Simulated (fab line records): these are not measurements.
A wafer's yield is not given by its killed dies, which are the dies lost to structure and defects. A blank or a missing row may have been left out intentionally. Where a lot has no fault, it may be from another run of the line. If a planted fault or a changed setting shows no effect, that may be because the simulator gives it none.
A lot that was struck, set against a sound lot | flow sky130 | 14 steps out of a route of 708
Sound: wafers L646.3, L646.4, L646.5. The struck wafers were L663.3, L663.4, L663.6. The cause is named last.
Per side, at each step with rows, come the tool, then ch with its chambers, and then its first start. Under that, the readings that differ: sound wafers | struck wafers | difference of the means | sigmas: that difference in standard deviations of wafers without a fault.
alike: a reading whose means differ by less than 2 such deviations, as well as words and numbers matching on both sides. not compared: withheld readings; readings where some wafer has no value; bounds like >300 that might hide an equal value; numbers whose values overlap and for which the record gives no deviation.
A row with sigmas, a row that says differs or no value, or rows on one side alone: a step with any of these is where the two part. Numbers that have no deviation but don't overlap get no sigmas and don't part them. A reading that every wafer of one side lacks parts them only if that side has two wafers or more.

SKY_CONTACT_OVL_MEAS_15:
  sound: overlay-02 at day 32 03:25; struck: overlay-01 at day 38 01:55
  alike: CONTACT_OVL
SKY_CONTACT_ETCH_16: etches BARC in N2/H2, stops on SiO2, time 45.9 s, target depth 60 nm.
  sound on rie-diel-03 ch 0,2, day 32 03:26; struck on rie-diel-04 ch 0,2, day 38 01:56
  alike: drypump-motor-current-A, oes-product-au, rf-fwd-power-W, throttle-valve-pct
  not compared: rf-hours-counter-h
SKY_CONTACT_ETCH_17: etches SiO2 in C4F8/O2/Ar, stops on Si3N4, target depth 340 nm.
  sound on rie-diel-03 ch 0,2, day 32 03:29; struck on rie-diel-04 ch 0,2, day 38 01:59
  alike: oes-product-au, rf-fwd-power-W
then, 1 step without rows for these wafers: SKY_CONTACT_ETCH_18 (etches Si3N4 in CHF3/O2, stops on TiN, time 39 s, target depth 75 nm).
SKY_CONTACT_STRIP_19: strips in O2/N2.
  sound on plasma-asher-04 ch 0,1, day 32 03:36; struck on plasma-asher-04 ch 0,1, day 38 02:06
  alike: drypump-motor-current-A, oes-product-au, strip-time-to-endpoint-s
  not compared: rf-hours-counter-h
then, 3 steps without rows for these wafers: SKY_CONTACT_STRIP_20 (strips in post etch residue remover, time 1200 s); SKY_CONTACT_CLEAN_21 (cleans in IPA, time 180 s); SKY_CONTACT_CLEAN_22 (cleans in O3/DIW).
SKY_CONTACT_SPUTTER_23: material TiN, target thk 20 nm, time 77.13 s.
  sound: pvd-sputter-03 at day 32 04:14; struck: pvd-sputter-02 at day 38 02:40
  alike: chamber-pressure-pa, throttle-valve-pct
SKY_CONTACT_CVD_24: deposits W, target thk 340 nm, time 102.12 s.
  sound on cvd-w-01 ch 0,1, day 32 04:19; struck on cvd-w-01 ch 0,1, day 38 02:46
  alike: heater-power-w
SKY_CONTACT_RS_MEAS_25: measurement is done with a four-point probe.
  sound: film-metro-03 at day 32 04:26; struck: film-metro-04 at day 38 02:52
  alike: CONTACT_W_RS
SKY_CONTACT_THK_MEAS_26: measures by xrf.
  sound: film-metro-03 at day 32 04:32; struck: film-metro-04 at day 38 02:58
  alike: CONTACT_W_THK
SKY_CONTACT_CMP_27: polishes, stops on SiO2, t overpolish 15 s, target thk 0 nm.
  sound on cmp-02 ch 0,2,3, day 32 04:35; struck on cmp-01 ch 0,1,3, day 38 03:07
  no value came back on the struck wafers for any of 7 readings (edge-zone-pressure-frac, head-pressure-psi (psi) and others); on the sound wafers edge-zone-pressure-frac reads 0.990 1.002 1.005
  reading                                     | sound             | struck            | difference | sigmas
  model.W_of_CONTACT_CVD_24.thk-nm (nm)       | 0 0 0             | 339 339.4 338.9   | +339       |
  model.SiO2_of_CONTACT_HDPCVD_02.thk-nm (nm) | 337.5 338.3 337.9 | 339.4 341.6 339.8 | +2.4       |
-- the record jumps here: 12 days lie between the struck wafers' starts before and after (it left off in module CONTACT and takes up again in module PAD_OPEN, whose first step shown is number 708 of the route) --
SKY_PAD_OPEN_PROBE_99:
  sound: prober-01 at day 46 02:30; struck: prober-02 at day 50 08:41
  reading            | sound    | struck      | difference | sigmas
  killed-at-contacts | 26 22 29 | 431 427 426 | +402       | +76
  killed-dies        | 93 69 83 | 492 492 492 | +410       | +47
  killed-on-rim      | 21 10 15 | 96 96 96    | +81        | +22
  alike: killed_at_M0_to_M3, killed_at_M4_up, killed-at-front-end, killed-at-other, killed-open, killed-short

== WHERE THEY PART ==
Earliest at SKY_CONTACT_CMP_27; latest, in this record, at SKY_PAD_OPEN_PROBE_99.

WHY: the cause the simulator had injected
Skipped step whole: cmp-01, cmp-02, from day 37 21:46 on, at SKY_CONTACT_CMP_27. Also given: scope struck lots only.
